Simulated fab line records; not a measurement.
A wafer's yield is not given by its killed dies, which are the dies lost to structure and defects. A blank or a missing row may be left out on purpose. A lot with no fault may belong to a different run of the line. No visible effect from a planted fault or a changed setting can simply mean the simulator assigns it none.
Problem report in the 8D (eight disciplines) form, filled by code ; flow gf180mcu ; the parts of the form that need people (team, actions taken, sign-off) are left out

== 1. THE PROBLEM ==
TOP_METAL_ALCU_RS at GF_TOP_METAL_RS_MEAS_05 reads a mean of 0.0464 ohm/sq on 1 wafer of 1 lot; wafers without a fault read 0.0330 ohm/sq with a standard deviation of 0.00048. Measured from the usual mean, that is +28 standard deviations.
The step: measures by four-point-probe.
Earliest sighting: wafer L373.1 on filmMetro-02 at day 30 17:13. Wafers with a number at this step in the record: 36, from 12 lots. Rule for "out" (also "out of limits"): further than 4 standard deviations from the usual mean. Any other wafer with a number is counted as sound.

== 2. WHAT IT IS, WHAT IT ISN'T ==
question;is;is not
which readings at this step;TOP_METAL_ALCU_RS;-
which lots;L373;L362, L363, L364, L365, L366, L377, L378, L379, L380, L381, L383
which wafers of those lots;L373.1;L373.2, L373.3
read on which gauges;filmMetro-02;filmMetro-01, filmMetro-04
when;from day 30 17:13;"up to then (17 sound wafers); but 18 sound wafers of L377, L378, L379, L380, L381, L383 came after"

== 3. THE SUSPECTS, EACH WITH WHAT RULES IT OUT ==
Counting: if a tool at a process step up to the reading ran every lot that is out, it stays a suspect. Sound lots after the first of them don't rule it out here, since some wafers of a struck lot are sound.
- the gauge at GF_TOP_METAL_RS_MEAS_05: kept. All the wafers that are out were read on filmMetro-02, and no step on other tools shows them out.
- pvdSputter-02 at GF_TOP_METAL_SPUTTER_02 (material AlCu, target thk 900 nm, time 47.82 s): kept. It ran the lot that is out, L373 (day 30 17:07); its last sound lot up to then is L366 (day 28 13:08).
- pvdSputter-02 at GF_TOP_METAL_SPUTTER_04 (material TiN, target thk 25 nm, time 20.8 s): kept. It ran the lot that is out, L373 (day 30 17:11); its last sound lot up to then is L366 (day 28 13:11).
After the count, these remain: pvdSputter-02 at GF_TOP_METAL_SPUTTER_02, pvdSputter-02 at GF_TOP_METAL_SPUTTER_04 and filmMetro-02 at GF_TOP_METAL_RS_MEAS_05.

== 4. THE CAUSE (what the simulator had put in) ==
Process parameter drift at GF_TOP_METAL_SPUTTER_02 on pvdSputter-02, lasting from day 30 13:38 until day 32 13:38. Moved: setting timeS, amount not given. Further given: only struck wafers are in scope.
Counting leaves 3 suspects; this tool is one of them.

== 5. THE CHAIN OF EFFECTS, in route order ==
Each row: a reading where the mean over the struck wafers with a number is more than 3 standard deviations away from the usual. Scope: only readings with a usual standard deviation given in the record; hours: median across lots of the time from each lot's start at the first step in this table that gives one to its start at this step; sigmas: change in usual standard deviations.
hours;step;reading;usual;on struck wafers;change;sigmas
0;GF_TOP_METAL_RS_MEAS_05;TOP_METAL_ALCU_RS;0.0330 ohm/sq;0.0464;+0.0134;+28
0;GF_TOP_METAL_THK_MEAS_06;TOP_METAL_ALCU_THK;886 nm;625;-261;-19

== 6. WHAT WOULD HAVE CAUGHT IT SOONER ==
The first out-of-limits reading at a measuring or inspecting step in this record came at day 30 17:13, 4 hours after the fault's start at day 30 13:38.
Tool readings at GF_TOP_METAL_SPUTTER_02 with a usual standard deviation given in the record: none out on any struck wafer, hence no alarm at a limit of 4 standard deviations on them.
Lots out: 1; all had begun GF_TOP_METAL_SPUTTER_02 on pvdSputter-02 by day 30 17:13. Tool hold at that time: it would have spared none of them.
